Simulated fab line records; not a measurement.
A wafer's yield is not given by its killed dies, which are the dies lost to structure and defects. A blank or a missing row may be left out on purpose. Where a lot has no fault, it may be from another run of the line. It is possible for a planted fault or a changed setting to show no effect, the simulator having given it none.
Which of the tools did it?    flow gf180mcu    12 lots, 36 wafers sampled, at 6 steps of a route of 602

== WHAT EACH GAUGE READ, for each wafer ==
GF_VT_IMPLANT_OVL_MEAS_07.
lot   measured      on          VT_IMPLANT_OVL (nm)
L308  day 5 16:29   overlay-01  -2.3 -0.7 -1.5
L311  day 6 08:29   overlay-02  0.5 -0.6 0.0
L312  day 6 14:18   overlay-01  -0.8 0.3 -0.4
L314  day 7 01:42   overlay-01  1.0 2.0 2.2
L316  day 7 16:20   overlay-02  -2.9 -2.8 -3.5
L321  day 9 00:17   overlay-01  0.5 -1.2 -0.4
L324  day 9 16:43   overlay-02  - - -
L325  day 10 00:09  overlay-01  -2.9 -5.0 -2.4
L328  day 10 17:56  overlay-02  -3.1 -0.8 -2.0
L329  day 10 23:16  overlay-01  0.5 1.2 -0.3
L330  day 11 06:02  overlay-01  0.0 0.1 -0.3
L331  day 11 14:57  overlay-02  0.5 0.5 1.6

GF_VT_IMPLANT_TW_MEAS_10.
lot   measured      on             VT_IMPLANT_TW
L308  day 5 16:47   film_metro-03  565.2 561.0 564.1
L311  day 6 08:46   film_metro-02  562.3 564.7 565.6
L312  day 6 14:35   film_metro-02  566.8 565.1 565.4
L314  day 7 02:03   film_metro-03  565.3 566.9 565.0
L316  day 7 16:37   film_metro-02  564.8 560.5 558.8
L321  day 9 00:37   film_metro-03  560.6 562.1 562.5
L324  day 9 17:01   film_metro-02  29.9 30.0 29.8
L325  day 10 00:26  film_metro-01  563.7 562.1 564.4
L328  day 10 18:14  film_metro-02  563.0 559.8 560.1
L329  day 10 23:34  film_metro-03  565.1 565.5 561.8
L330  day 11 06:20  film_metro-01  562.6 562.5 561.7
L331  day 11 15:14  film_metro-03  563.2 564.4 563.7

GF_VT_IMPLANT_TW_MEAS_21.
lot   measured      on             VT_IMPLANT_2_TW
L308  day 6 08:02   film_metro-03  1201 1201 1197
L311  day 7 00:04   film_metro-02  1205 1204 1204
L312  day 7 05:59   film_metro-03  1210 1206 1212
L314  day 7 18:16   film_metro-01  1210 1204 1210
L316  day 8 08:59   film_metro-02  1226 1225 1228
L321  day 9 18:08   film_metro-01  1201 1198 1198
L324  day 10 10:47  film_metro-01  1248 1245 1236
L325  day 10 18:35  film_metro-02  1208 1212 1215
L328  day 11 12:29  film_metro-02  1209 1212 1213
L329  day 11 17:47  film_metro-02  1214 1215 1223
L330  day 12 01:02  film_metro-03  1210 1210 1207
L331  day 12 10:01  film_metro-01  1200 1196 1202

GF_HV_LDD_CD_MEAS_19 targets a cd of 400 nm.
lot   measured      on         cd_nm (nm)
L308  day 10 19:50  cd_sem-01  396.2 394.7 393.8
L311  day 11 11:54  cd_sem-02  394.2 395.3 393.6
L312  day 11 20:14  cd_sem-01  400.0 399.3 398.3
L314  day 12 13:01  cd_sem-02  397.5 396.8 395.4
L316  day 13 08:41  cd_sem-02  399.2 399.6 399.2
L321  day 14 21:46  cd_sem-02  398.9 399.3 399.1
L325  day 15 23:32  cd_sem-01  401.2 402.2 402.9
L328  day 16 22:35  cd_sem-02  401.1 403.0 401.8
L329  day 17 04:24  cd_sem-02  398.1 395.9 397.7
L330  day 17 21:28  cd_sem-02  394.5 396.0 395.8
L331  day 18 03:20  cd_sem-02  396.8 395.7 394.5

== WHICH TOOL RAN EACH LOT (tool, then ch and the chambers of the sampled wafers, then the start) ==
lot   GF_STI_ETCH_14                   GF_VT_IMPLANT_EXPOSE_04
L308  rie_si-01 ch 0,3, day 2 03:14    iline_stepper-01 ch 0, day 5 09:07
L311  rie_si-01 ch 0,2,3, day 2 17:30  iline_stepper-02 ch 0, day 6 01:12
L312  rie_si-01 ch 0,1,3, day 2 22:12  iline_stepper-01 ch 0, day 6 07:21
L314  rie_si-02 ch 0,2,3, day 3 08:20  iline_stepper-02 ch 0, day 6 18:09
L316  rie_si-02 ch 0,1,2, day 3 19:45  iline_stepper-01 ch 0, day 7 08:59
L321  rie_si-02 ch 1,2,3, day 4 19:48  iline_stepper-01 ch 0, day 8 16:35
L324  rie_si-01 ch 0,1,2, day 5 11:59  iline_stepper-01 ch 0, day 9 08:32
L325  rie_si-02 ch 2,3, day 5 18:14    iline_stepper-01 ch 0, day 9 15:54
L328  rie_si-02 ch 0,3, day 6 08:56    iline_stepper-02 ch 0, day 10 08:58
L329  rie_si-02 ch 0,1, day 6 14:02    iline_stepper-02 ch 0, day 10 14:22
L330  rie_si-02 ch 0,1,3, day 6 18:32  iline_stepper-01 ch 0, day 10 20:34
L331  rie_si-01 ch 2,3, day 7 01:15    iline_stepper-01 ch 0, day 11 06:09
- GF_STI_ETCH_14: etches Si in HBr/Cl2/O2, target depth 360 nm, time 102.9 s.
- GF_VT_IMPLANT_EXPOSE_04: exposes mask LVPWELL LV AREA, target cd 600 nm.

== WHAT THE TOOLS THEMSELVES READ (means of the sampled wafers that have a number; where no wafer has one, the mark that the record gives instead) ==
GF_STI_ETCH_14.
lot   tool       drypump_motor_current_A (A)  he_backside_leak_sccm (sccm)  oes_product_au (a.u.)  throttle_valve_pct (%)
L308  rie_si-01  6.0                          2.7                           1.012                  25.651
L311  rie_si-01  5.9                          2.7                           1.002                  25.660
L312  rie_si-01  5.9                          2.8                           1.006                  25.643
L314  rie_si-02  5.7                          2.7                           0.986                  25.660
L316  rie_si-02  5.6                          2.7                           0.997                  25.657
L321  rie_si-02  5.4                          2.7                           1.008                  25.651
L324  rie_si-01  5.7                          2.9                           1.001                  25.651
L325  rie_si-02  5.6                          2.6                           0.987                  25.657
L328  rie_si-02  6.3                          2.8                           0.989                  25.666
L329  rie_si-02  6.3                          2.8                           0.980                  25.673
L330  rie_si-02  6.1                          2.7                           0.990                  25.660
L331  rie_si-01  5.6                          3.2                           0.991                  25.655

== THE ANSWER, worked out from the rows above alone ==
Rule: usual is defined by the lots themselves. Put in order of their means at a reading, lots are off if they are a third of the lots or fewer, leave a main group of 4 or more, and stand apart from it by a gap of 3 or more times the standard deviation of the main group's means; of several such gaps the widest counts. If all means in a main group match to the digits the tables above print for the reading, that group is not used. A lot without any number at a reading at which 4 lots or more have one is off too. Where the step has rows for the other lots, those lots are counted as sound. The gauges are gone through in route order, then the tools' own readings, and for those a lot's mean is taken as printed above. At the first step where some lot is off, the reading lying furthest off is the one used; lots without a number count as furthest.
Off: L324, at GF_VT_IMPLANT_OVL_MEAS_07 (VT_IMPLANT_OVL). Without a number there: L324. Mean -0.7 nm and standard deviation 1.5 in the main group.
If a tool, at a process step before that reading, ran all the lots that are off and no sound lot after the first of them, it fits. Not tried: the gauges at GF_VT_IMPLANT_OVL_MEAS_07; whatever is off there is also off at GF_VT_IMPLANT_TW_MEAS_10, on other tools, and gauge error can't account for it. None of those tried fits.

== WHAT THE SIMULATOR HAD INSERTED ==
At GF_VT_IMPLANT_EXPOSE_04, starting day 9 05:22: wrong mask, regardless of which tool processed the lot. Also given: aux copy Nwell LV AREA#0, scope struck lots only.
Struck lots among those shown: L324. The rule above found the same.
